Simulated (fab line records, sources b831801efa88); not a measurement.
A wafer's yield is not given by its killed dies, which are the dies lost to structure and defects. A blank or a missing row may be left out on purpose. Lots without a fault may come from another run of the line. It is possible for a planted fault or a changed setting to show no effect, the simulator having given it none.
Matching of chambers + flow sky130 + cmp-02 running SKY_VIA4_CMP_02: 4 sister chambers
The step polishes SiO2. 24 wafers are shown with their chamber, then 12 later ones without.

## WAFERS PAIRED WITH THEIR CHAMBERS
| wafer  | chamber | motorCurrentA (A) |
|--------|---------|-------------------|
| L074.1 | 2       | 12.8              |
| L074.2 | 0       | 12.9              |
| L074.5 | 1       | 12.1              |
| L075.2 | 3       | 13.5              |
| L075.3 | 0       | 13.1              |
| L075.6 | 1       | 12.0              |
| L076.3 | 0       | 12.2              |
| L076.5 | 3       | 12.7              |
| L076.6 | 0       | 12.5              |
| L077.2 | 2       | 13.1              |
| L077.3 | 1       | 11.8              |
| L077.5 | 3       | 13.9              |
| L079.2 | 0       | 12.8              |
| L079.4 | 1       | 11.6              |
| L079.6 | 0       | 12.2              |
| L080.3 | 1       | 11.8              |
| L080.4 | 2       | 12.9              |
| L080.5 | 1       | 11.8              |
| L082.1 | 0       | 12.6              |
| L082.3 | 1       | 12.2              |
| L082.5 | 1       | 11.8              |
| L084.2 | 2       | 13.8              |
| L084.5 | 2       | 12.9              |
| L084.6 | 1       | 12.2              |

SIGNATURES (means of the wafers above)
| reading       | chamber 0 | chamber 1 | chamber 2 | chamber 3 | scatter within a chamber |
|---------------|-----------|-----------|-----------|-----------|--------------------------|
| motorCurrentA | 12.614    | 11.922    | 13.100    | 13.367    | 0.351                    |
Rule: a wafer's distance from a chamber is the root of the sum, over the readings, of the square of ((its reading less the chamber's mean) divided by the reading's scatter). The wafer belongs to the nearest chamber; if the next one is less than 2 further off, it can't be placed. The scatter: the root of (the sum of the squares of (reading less its chamber's mean) over the shown wafers, divided by (wafers less chambers)).

## WAFERS WITH NO CHAMBER GIVEN
| wafer  | motorCurrentA (A) |
|--------|-------------------|
| L087.2 | 11.9              |
| L087.3 | 11.9              |
| L087.5 | 12.1              |
| L090.2 | 13.7              |
| L090.3 | 13.4              |
| L090.5 | 12.4              |
| L091.3 | 13.5              |
| L091.4 | 12.3              |
| L091.6 | 13.3              |
| L093.2 | 13.0              |
| L093.3 | 12.1              |
| L093.4 | 12.4              |

## WHICH CHAMBER EACH ONE RAN IN
| wafer  | from the rows above          | in truth |
|--------|------------------------------|----------|
| L087.2 | can't be placed: 1 or 0      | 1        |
| L087.3 | can't be placed: 1 or 0      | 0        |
| L087.5 | can't be placed: 1 or 0      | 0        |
| L090.2 | can't be placed: 3 or 2      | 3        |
| L090.3 | can't be placed: 3 or 2      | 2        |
| L090.5 | can't be placed: 0 or 1 or 2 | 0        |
| L091.3 | can't be placed: 3 or 2      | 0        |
| L091.4 | can't be placed: 0 or 1 or 2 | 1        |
| L091.6 | can't be placed: 3 or 2 or 0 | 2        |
| L093.2 | can't be placed: 2 or 3 or 0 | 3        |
| L093.3 | can't be placed: 1 or 0      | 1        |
| L093.4 | can't be placed: 0 or 1 or 2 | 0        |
Placed correctly: 0 of 12. These rows do not allow placing 12 (true chamber among the candidates in 11). Wrongly placed: 0.
